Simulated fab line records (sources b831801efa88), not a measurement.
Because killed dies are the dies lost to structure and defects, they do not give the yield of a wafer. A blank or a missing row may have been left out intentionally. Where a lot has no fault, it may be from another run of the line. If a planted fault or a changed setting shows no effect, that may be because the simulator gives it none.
The tool behind it: which one?    flow gf180mcu    11 lots with 33 wafers sampled at 8 steps, on a route of 602 steps

== WHAT THE GAUGES SHOWED, per wafer ==
GF_NWELL_TW_MEAS_11. Usual: NWELL_TW 1565, standard deviation 12.
lot   measured     on             NWELL_TW        flag
L663  day 3 07:26  film_metro-04  1548 1548 1551  
L664  day 3 11:31  film_metro-04  1547 1551 1556  
L665  day 3 18:46  film_metro-02  1591 1592 1599  
L668  day 4 10:17  film_metro-04  1548 1552 1558  
L669  day 4 19:48  film_metro-03  1565 1556 1567  
L670  day 4 20:10  film_metro-04  1563 1556 1563  
L671  day 5 04:42  film_metro-03  1574 1573 1570  
L673  day 5 13:38  film_metro-03  1568 1572 1571  
L675  day 6 03:01  film_metro-03  1564 1559 1571  
L677  day 6 12:49  film_metro-02  1582 1588 1955  OFF
L680  day 7 05:03  film_metro-02  1576 1577 1572  

GF_LVPWELL_TW_MEAS_11. Usual: LVPWELL_TW 555, standard deviation 4.2.
lot   measured     on             LVPWELL_TW    flag
L663  day 3 20:21  film_metro-04  552 551 550   
L664  day 4 00:56  film_metro-04  552 554 554   
L665  day 4 08:17  film_metro-03  557 558 557   
L668  day 4 23:56  film_metro-04  557 555 549   
L669  day 5 09:51  film_metro-02  565 566 565   
L670  day 5 10:13  film_metro-04  554 555 552   
L671  day 5 19:12  film_metro-04  554 555 553   
L673  day 6 04:39  film_metro-03  556 560 555   
L675  day 6 18:40  film_metro-03  561 558 559   
L677  day 7 04:41  film_metro-02  559 555 1541  OFF
L680  day 7 20:52  film_metro-03  556 557 554   

GF_MVSD_TW_MEAS_11. Usual: MVSD_TW 1568, standard deviation 13.
lot   measured     on             MVSD_TW         flag
L663  day 4 09:42  film_metro-03  1573 1564 1556  
L664  day 4 14:35  film_metro-04  1559 1568 1566  
L665  day 4 22:57  film_metro-03  1568 1574 1561  
L668  day 5 13:55  film_metro-02  1584 1589 1596  
L669  day 6 00:58  film_metro-03  1583 1577 1581  
L670  day 6 01:20  film_metro-02  1576 1591 1584  
L671  day 6 10:35  film_metro-02  1586 1592 1587  
L673  day 6 20:01  film_metro-04  1561 1573 1573  
L675  day 7 10:01  film_metro-02  1577 1571 1579  
L677  day 7 20:22  film_metro-04  1541 1543 1898  OFF
L680  day 8 13:31  film_metro-02  1585 1582 1582  

GF_VT_IMPLANT_OVL_MEAS_40. Usual: VT_IMPLANT_03_OVL -0.8 nm, standard deviation 1.1.
lot   measured      on          VT_IMPLANT_03_OVL (nm)  flag
L663  day 7 10:48   overlay-01  -2.0 -1.0 -1.2          
L664  day 7 17:22   overlay-01  0.0 0.1 1.0             
L665  day 8 02:25   overlay-02  0.3 -0.7 0.5            
L668  day 8 21:51   overlay-02  -0.5 -2.6 -1.3          
L669  day 9 08:17   overlay-01  -1.5 -1.0 -1.7          
L670  day 9 10:13   overlay-02  0.1 -1.2 0.0            
L671  day 9 20:24   overlay-02  0.2 0.7 -1.6            
L673  day 10 08:32  overlay-02  -0.1 -2.5 -2.1          
L675  day 10 23:59  overlay-01  0.7 -0.6 -0.8           
L677  day 11 11:28  overlay-02  0.5 0.4 -1.4            
L680  day 12 06:44  overlay-01  0.9 -0.4 0.5            

GF_HV_LDD_CD_MEAS_31: target cd 400 nm. Usual: 400.3 nm for cd_nm, sd 2.
lot   measured      on         cd_nm (nm)         flag
L663  day 11 12:07  cd_sem-01  402.0 403.4 402.1  
L664  day 11 16:53  cd_sem-01  396.1 398.4 397.1  
L665  day 12 03:53  cd_sem-02  400.6 401.4 400.4  
L668  day 13 01:59  cd_sem-02  401.4 402.8 402.7  
L669  day 13 12:19  cd_sem-02  397.1 399.5 398.9  
L670  day 13 14:33  cd_sem-01  399.3 402.2 401.9  
L671  day 14 06:32  cd_sem-01  401.9 401.2 398.9  
L673  day 15 00:18  cd_sem-02  402.7 400.8 401.7  
L675  day 15 16:44  cd_sem-02  399.3 399.2 401.2  
L677  day 16 03:24  cd_sem-02  402.2 403.0 398.9  
L680  day 17 02:59  cd_sem-01  401.1 398.8 398.6  

== TOOL THAT RAN EACH LOT (tool first, then ch and the chambers of the sampled wafers, then the start) ==
lot   GF_DNWELL_COAT_02                 GF_DNWELL_STRIP_08                   GF_VT_IMPLANT_STRIP_42
L663  litho_track-01 ch 0, day 2 11:47  plasma_asher-01 ch 0,1, day 2 18:28  plasma_asher-04 ch 0,1, day 7 10:59
L664  litho_track-01 ch 0, day 2 16:28  plasma_asher-02 ch 0,1, day 2 22:32  plasma_asher-03 ch 0,1, day 7 17:34
L665  litho_track-01 ch 0, day 2 23:13  plasma_asher-02 ch 0,1, day 3 05:50  plasma_asher-02 ch 0,1, day 8 02:35
L668  litho_track-01 ch 0, day 3 14:08  plasma_asher-04 ch 0,1, day 3 21:01  plasma_asher-04 ch 0,1, day 8 22:02
L669  litho_track-03 ch 0, day 3 22:50  plasma_asher-04 ch 0,1, day 4 06:07  plasma_asher-03 ch 0,1, day 9 08:28
L670  litho_track-04 ch 0, day 3 23:18  plasma_asher-01 ch 0,1, day 4 06:23  plasma_asher-03 ch 0,1, day 9 10:25
L671  litho_track-01 ch 0, day 4 07:11  plasma_asher-02 ch 0,1, day 4 13:56  plasma_asher-02 ch 0,1, day 9 20:46
L673  litho_track-01 ch 0, day 4 16:47  plasma_asher-04 ch 0,1, day 4 23:44  plasma_asher-02 ch 0,1, day 10 08:44
L675  litho_track-03 ch 0, day 5 04:35  plasma_asher-02 ch 0,1, day 5 11:49  plasma_asher-04 ch 0,1, day 11 00:11
L677  litho_track-01 ch 0, day 5 13:20  plasma_asher-02 ch 0,1, day 5 21:25  plasma_asher-03 ch 0,1, day 11 11:40
L680  litho_track-03 ch 0, day 6 04:43  plasma_asher-04 ch 0,1, day 6 12:58  plasma_asher-03 ch 0,1, day 12 06:56
- GF_DNWELL_COAT_02: resist thk 3000 nm.
- GF_DNWELL_STRIP_08: strips in O2/N2.
- GF_VT_IMPLANT_STRIP_42: strips in O2/N2.

== AS READ BY THE TOOLS THEMSELVES (means over the sampled wafers that have a number; for cases with no such wafer, the mark the record gives instead) ==
GF_DNWELL_STRIP_08. Usual: drypump_motor_current_A 5.8 A, standard deviation 0.49; heater_power_w 328 W, standard deviation 34; oes_product_au 0.723 a.u., standard deviation 0.005; strip_time_to_endpoint_s 36.97 s, standard deviation 0.091.
lot   tool             drypump_motor_current_A (A)  heater_power_w (W)  oes_product_au (a.u.)  strip_time_to_endpoint_s (s)  flag
L663  plasma_asher-01  5.7                          309                 0.720                  36.89                         
L664  plasma_asher-02  6.1                          365                 0.719                  36.96                         
L665  plasma_asher-02  5.8                          370                 0.721                  37.03                         
L668  plasma_asher-04  5.9                          304                 0.721                  36.72                         
L669  plasma_asher-04  5.9                          308                 0.722                  37.02                         
L670  plasma_asher-01  5.6                          298                 0.723                  37.04                         
L671  plasma_asher-02  6.1                          369                 0.721                  37.06                         
L673  plasma_asher-04  5.4                          298                 0.726                  36.90                         
L675  plasma_asher-02  6.1                          377                 0.722                  37.00                         
L677  plasma_asher-02  6.1                          370                 0.718                  29.35                         OFF
L680  plasma_asher-04  5.9                          311                 0.726                  36.93                         

GF_VT_IMPLANT_STRIP_42. Usual: drypump_motor_current_A 5.7 A, standard deviation 0.53; heater_power_w 340 W, standard deviation 32; oes_product_au 0.716 a.u., standard deviation 0.0048; strip_time_to_endpoint_s 12.64 s, standard deviation 0.04.
lot   tool             drypump_motor_current_A (A)  heater_power_w (W)  oes_product_au (a.u.)  strip_time_to_endpoint_s (s)  flag
L663  plasma_asher-04  5.9                          310                 0.714                  12.65                         
L664  plasma_asher-03  5.7                          367                 0.718                  12.58                         
L665  plasma_asher-02  6.1                          370                 0.717                  12.58                         
L668  plasma_asher-04  5.9                          310                 0.715                  12.59                         
L669  plasma_asher-03  5.8                          358                 0.715                  12.70                         
L670  plasma_asher-03  5.7                          362                 0.721                  12.63                         
L671  plasma_asher-02  6.1                          374                 0.713                  12.68                         
L673  plasma_asher-02  5.9                          373                 0.718                  12.60                         
L675  plasma_asher-04  5.4                          298                 0.716                  12.68                         
L677  plasma_asher-03  5.7                          366                 0.720                  12.63                         
L680  plasma_asher-03  5.7                          366                 0.716                  12.60                         

== THE ANSWER, worked out from the rows above alone ==
Rule: lot off if the mean of its wafers having a number is beyond 3 standard deviations from the usual mean. Also off: a lot with no number at a reading for which 4 or more lots have one. Any other lot the step has rows for is counted as sound. First the gauges in route order, then the tools' own readings, where a lot's mean is used as printed above. The first step at which some lot is off is used, and at that step the reading that is off furthest; a lot without a number counts as furthest.
Off: L677, seen at GF_NWELL_TW_MEAS_11 (NWELL_TW).
If a tool, at a process step before that reading, ran all the lots that are off and no sound lot after the first of them, it fits. Not tried: the gauges at GF_NWELL_TW_MEAS_11; whatever is off there is also off at GF_MVSD_TW_MEAS_11, on other tools, and gauge error can't account for it. Undecided on this evidence; 2 tools fit (litho_track-01 at GF_DNWELL_COAT_02, plasma_asher-02 at GF_DNWELL_STRIP_08).

== WHAT WAS PUT IN BY THE SIMULATOR ==
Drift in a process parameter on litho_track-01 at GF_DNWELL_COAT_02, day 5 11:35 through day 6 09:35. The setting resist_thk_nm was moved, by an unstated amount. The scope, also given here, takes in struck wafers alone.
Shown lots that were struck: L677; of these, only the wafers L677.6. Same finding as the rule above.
